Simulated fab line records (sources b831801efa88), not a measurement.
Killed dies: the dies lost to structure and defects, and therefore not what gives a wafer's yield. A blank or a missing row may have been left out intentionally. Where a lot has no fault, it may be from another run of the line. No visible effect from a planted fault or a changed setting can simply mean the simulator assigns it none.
fab line records	flow sfqLine	part 2 of 2: steps 24 to 33 of 33
[record] lots = 5	wafers = 15	lastDay = 88
route steps=325 shown INCOMING@1 L0@3 L0V@16 M0@28
lots with no fault: from the same line, run without faults
startH: start of the lot's first displayed wafer, in hours after the record's first day	waitH: time in hours since the lot's previous step	" repeats the value in the row above	L1.1+2: several wafers, shown together as one row	- no value, or no start was given	* or withheld: withheld	< > ~ a bound
route shown NAME@n: a module of which the file shows steps, and the number in the route of the first	usual: mean and standard deviation over wafers with no fault	same: alike in all rows	chamber/n: place in a boat	sites: each site's reading	_std_site: the values' standard deviation	_edge_site: outer sites' mean less inner sites'	radiusMm: how far each site lies from the wafer's centre	mask NAME#n: copy n	behind: tool/chamber where the wafer was last shaped	hold: the reason the lot was held/the length of the hold in hours/how it ended	device: the n, p or np transistor that did not switch	end of line: at the end of the route, the tests of the same wafers	for a step that has no rows: nothing shown but its recipe	killed: at the first sort, the dies lost to defects and structure; wafer yield is something else	map: per-die view of a wafer (x killed, . not killed, _ where there is no die)
set.NAME: the setting as run; set.NAME@STEP: as run at that earlier step	model.NAME: the simulator's own value behind a step, which no gauge read
lots at selected steps of the route; one table per step, one row per wafer
services: a tool's chamber out of use, with start hour (startH, from the record's first day; less than 0 if before it), hours out, and reason
[[steps]]
[step SFQ_TRILAYER_L0_VIA_BARC_OPEN_VIA_ETCH_021]
[recipe] maskMaterial = PR	chemistry = O2	targetDepthNm = 125	target = BARC	sourceW = 500	biasW = 80	pressureMtorr = 30	timeS = 41.7
[usual] drypumpMotorCurrentA = 5.4/0.53	oesProductAu = 0.685/0.0047	rfFwdPowerW = 494.6/2.4
lot.wafer	tool	chamber	startH	waitH	drypumpMotorCurrentA	oesProductAu	rfFwdPowerW	rfHoursCounterH
L078.3	rieDiel-02	3	190.52	0.0	5.8	0.676	492.9	103
L078.4	"	0	"	"	5.5	0.681	494.0	-
L078.6	"	3	"	"	5.8	0.675	491.4	-
L079.3	rieDiel-03	0	199.35	0.0	6.5	0.690	495.8	5
L079.4	"	2	"	"	5.8	0.681	495.8	18
L079.5	"	2	"	"	5.8	0.682	493.9	-
L086.2	rieDiel-02	1	230.65	0.0	5.0	0.685	495.2	136
L086.5	"	3	"	"	5.9	0.683	491.0	-
L086.6	"	2	"	"	5.0	0.683	492.1	-
L087.1	rieDiel-02	1	237.85	0.0	5.0	0.682	497.8	136
L087.2	"	2	"	"	5.0	0.689	492.8	21
L087.5	"	3	"	"	5.8	0.691	492.0	-
L092.2	rieDiel-02	3	278.45	0.0	5.8	0.687	491.8	105
L092.4	"	2	"	"	5.0	0.685	491.9	21
L092.6	"	2	"	"	5.0	0.690	492.1	-
[step SFQ_TRILAYER_L0_VIA_ETCH_VIA_ETCH_016]
[recipe] target = SiO2	stopOn = MoNx_KI	maskMaterial = PR	chemistry = CHF3	targetDepthNm = 80	sourceW = 500	biasW = 80	pressureMtorr = 30	timeS = withheld
[usual] drypumpMotorCurrentA = 5.4/0.52	oesProductAu = 0.842/0.0073	rfFwdPowerW = 495.4/1.9
lot.wafer	tool	chamber	startH	waitH	drypumpMotorCurrentA	oesProductAu	rfFwdPowerW
L078.3	rieDiel-02	3	190.56	0.0	5.8	0.830	492.3
L078.4	"	0	"	"	5.5	0.842	492.1
L078.6	"	3	"	"	5.9	0.844	492.5
L079.3	rieDiel-03	0	199.39	0.0	6.5	0.845	495.3
L079.4	"	2	"	"	5.8	0.844	496.2
L079.5	"	2	"	"	5.8	0.846	496.7
L086.2	rieDiel-02	1	230.69	0.0	5.0	0.834	495.6
L086.5	"	3	"	"	5.8	0.837	490.9
L086.6	"	2	"	"	5.0	0.835	493.5
L087.1	rieDiel-02	1	237.89	0.0	5.0	0.833	496.0
L087.2	"	2	"	"	5.0	0.835	494.1
L087.5	"	3	"	"	5.8	0.843	491.8
L092.2	rieDiel-02	3	278.49	0.0	5.8	0.842	492.9
L092.4	"	2	"	"	5.0	0.851	493.1
L092.6	"	2	"	"	5.0	0.847	494.0
[step SFQ_TRILAYER_L0_VIA_STRIP_STRIP_017]
[recipe] gas = O2	powerW = 200	platenTempC = 40	overashFraction = 0.65	chemistry = O2	pressureMtorr = 50
[usual] drypumpMotorCurrentA = 6.0/0.43	oesProductAu = 1.000/0.011
lot.wafer	tool	chamber	startH	waitH	drypumpMotorCurrentA	oesProductAu	rfHoursCounterH
L078.3	rieMetal-04	0	190.81	-	6.4	0.989	-
L078.4	"	1	"	"	5.2	0.991	-
L078.6	"	1	"	"	5.2	0.992	-
L079.3	rieMetal-04	1	199.63	-	5.1	1.015	-
L079.4	"	0	"	"	6.4	0.985	-
L079.5	"	1	"	"	5.2	1.003	-
L086.2	rieMetal-03	0	230.73	-	6.6	0.988	35
L086.5	"	1	"	"	5.7	0.990	-
L086.6	"	0	"	"	6.6	0.980	-
L087.1	rieMetal-04	1	237.93	-	5.1	1.010	34
L087.2	"	0	"	"	6.4	0.996	41
L087.5	"	0	"	"	6.4	1.005	-
L092.2	rieMetal-03	1	278.53	-	5.7	1.013	37
L092.4	"	0	"	"	6.6	0.988	-
L092.6	"	0	"	"	6.6	0.973	-
[step SFQ_TRILAYER_L0_VIA_STRIP_SOLV_CLEAN_018]
[recipe] chemistry = NMP	tempC = 70	timeS = 600
lot.wafer	tool	chamber	startH	waitH
L078.3+4+6	wetBench-03	2,1,3	191.21	0.2
L079.3+4+5	wetBench-03	1,5,3	200.03	0.2
L086.2+5+6	wetBench-02	0,2,1	231.33	0.4
L087.1+2+5	wetBench-04	6,7,3	238.53	0.4
L092.2+4+6	wetBench-02	3,7,6	279.13	0.4
[step SFQ_TRILAYER_M0_DEP_PRE_CLEAN_020]
[recipe] gas = Ar	timeS = 15	biasV = 250
lot.wafer	tool	chamber	startH	waitH
L078.3+4+6	pvdSputter-06	-	191.39	0.0
L079.3+4+5	pvdSputter-05	-	200.21	0.0
L086.2+5+6	pvdSputter-04	-	231.51	0.0
L087.1+2+5	pvdSputter-04	-	238.71	0.0
L092.2+4+6	pvdSputter-05	-	279.31	0.0
[step SFQ_TRILAYER_M0_DEP_SPUTTER_019]
[recipe] material = Nb	basePressurePa = 1.33e-06	chamberPressurePa = 0.1333	substrateTempC = 20	resputterCathodeVoltageV = 400	targetThkNm = 200	powerW = 2000	timeS = 133.3
[usual] throttleValvePct = 29.7/0.76
lot.wafer	tool	chamber	startH	waitH	throttleValvePct
L078.3	pvdSputter-06	-	191.41	0.0	29.7
L078.4	"	-	"	"	28.7
L078.6	"	-	"	"	29.6
L079.3	pvdSputter-05	-	200.23	0.0	29.6
L079.4	"	-	"	"	30.0
L079.5	"	-	"	"	28.8
L086.2	pvdSputter-04	-	231.53	0.0	31.2
L086.5	"	-	"	"	29.2
L086.6	"	-	"	"	30.5
L087.1	pvdSputter-04	-	238.73	0.0	30.6
L087.2	"	-	"	"	31.1
L087.5	"	-	"	"	29.3
L092.2	pvdSputter-05	-	279.33	0.0	30.1
L092.4	"	-	"	"	29.8
L092.6	"	-	"	"	29.6
[step SFQ_M0_RS_MEAS_904]
[recipe] thkMeasGauge = four-point-probe	reads = Nb_of_TRILAYER_M0_DEP_SPUTTER_019
[usual] M0_NB_RS = 0.892/0.01
lot.wafer	tool	chamber	startH	waitH	M0_NB_RS[ohm/sq]
L078.3	filmMetro-03	-	191.54	0.1	0.907
L078.4	"	-	"	"	0.907
L078.6	"	-	"	"	0.900
L079.3	filmMetro-02	-	200.36	0.1	0.900
L079.4	"	-	"	"	0.896
L079.5	"	-	"	"	0.891
L086.2	filmMetro-01	-	231.64	0.1	0.905
L086.5	"	-	"	"	0.903
L086.6	"	-	"	"	0.907
L087.1	filmMetro-02	-	238.82	0.0	0.895
L087.2	"	-	"	"	0.896
L087.5	"	-	"	"	0.894
L092.2	filmMetro-02	-	279.44	0.1	0.888
L092.4	"	-	"	"	0.889
L092.6	"	-	"	"	0.888
[step SFQ_TRILAYER_M0_LITHO_COAT_026]
[recipe] resist = BARC	spinRpm = 3000	resistThkNm = 62
[usual] resistLineTempC = 23.01/0.091
lot.wafer	tool	chamber	startH	waitH	resistLineTempC
L078.3	lithoTrack-02	0	191.78	0.1	23.16
L078.4	"	0	"	"	22.99
L078.6	"	0	"	"	23.01
L079.3	lithoTrack-02	0	200.60	0.1	22.98
L079.4	"	0	"	"	23.10
L079.5	"	0	"	"	22.90
L086.2	lithoTrack-01	0	231.85	0.1	22.91
L086.5	"	0	"	"	22.96
L086.6	"	0	"	"	22.98
L087.1	lithoTrack-01	0	239.00	0.1	22.98
L087.2	"	0	"	"	23.01
L087.5	"	0	"	"	23.07
L092.2	lithoTrack-01	0	279.65	0.1	23.07
L092.4	"	0	"	"	23.08
L092.6	"	0	"	"	23.19
[step SFQ_TRILAYER_M0_LITHO_COAT_021]
[recipe] resist = KrF	spinRpm = 3000	resistThkNm = 600
[usual] resistLineTempC = 23.01/0.092
lot.wafer	tool	chamber	startH	waitH	resistLineTempC
L078.3	lithoTrack-02	0	192.08	0.2	23.01
L078.4	"	0	"	"	22.87
L078.6	"	0	"	"	22.97
L079.3	lithoTrack-02	0	200.90	0.2	22.92
L079.4	"	0	"	"	22.95
L079.5	"	0	"	"	22.79
L086.2	lithoTrack-01	0	232.15	0.2	23.15
L086.5	"	0	"	"	23.11
L086.6	"	0	"	"	23.09
L087.1	lithoTrack-01	0	239.30	0.2	23.15
L087.2	"	0	"	"	23.10
L087.5	"	0	"	"	23.11
L092.2	lithoTrack-01	0	279.95	0.2	23.24
L092.4	"	0	"	"	23.05
L092.6	"	0	"	"	23.02
[step SFQ_TRILAYER_M0_LITHO_SOFTBAKE_025]
[recipe] tempC = withheld	timeS = withheld	resist = KrF
[usual] resistLineTempC = *
lot.wafer	tool	chamber	startH	waitH	resistLineTempC
L078.3	lithoTrack-02	0	192.33	0.2	*
L078.4	"	0	"	"	*
L078.6	"	0	"	"	*
L079.3	lithoTrack-02	0	201.15	0.2	*
L079.4	"	0	"	"	*
L079.5	"	0	"	"	*
L086.2	lithoTrack-01	0	232.43	0.2	*
L086.5	"	0	"	"	*
L086.6	"	0	"	"	*
L087.1	lithoTrack-01	0	239.60	0.2	*
L087.2	"	0	"	"	*
L087.5	"	0	"	"	*
L092.2	lithoTrack-01	0	280.23	0.2	*
L092.4	"	0	"	"	*
L092.6	"	0	"	"	*
[[services]]
tool	chamber	startH	hours	kind
krfScanner-01	-	8.34	4.0	pm
krfScanner-02	-	13.26	0.8	pm
krfScanner-01	-	21.79	1.3	pm
rieDiel-02	1	39.37	4.9	repair
krfScanner-02	-	40.41	1.3	pm
rieMetal-04	-	83.50	0.7	repair
krfScanner-02	-	98.09	1.0	pm
rieMetal-04	-	122.35	2.8	pm
krfScanner-02	-	123.88	0.8	repair
rieDiel-02	-	131.54	15.6	pm
rieMetal-02	1	134.63	2.8	repair
rieMetal-02	0	136.72	4.3	repair
rieDiel-02	2	150.39	52.5	repair
rieMetal-04	1	166.51	7.1	repair
rieMetal-02	-	172.43	0.8	repair
krfScanner-02	-	191.39	4.0	pm
rieDiel-02	0	198.23	2.0	repair
rieDiel-02	2	216.32	4.4	repair
krfScanner-02	-	217.01	1.3	pm
rieMetal-02	-	253.29	14.6	pm
rieMetal-04	-	259.33	0.8	repair
krfScanner-02	-	266.31	1.0	pm
rieDiel-02	-	276.77	0.5	repair
krfScanner-02	-	278.49	0.9	repair
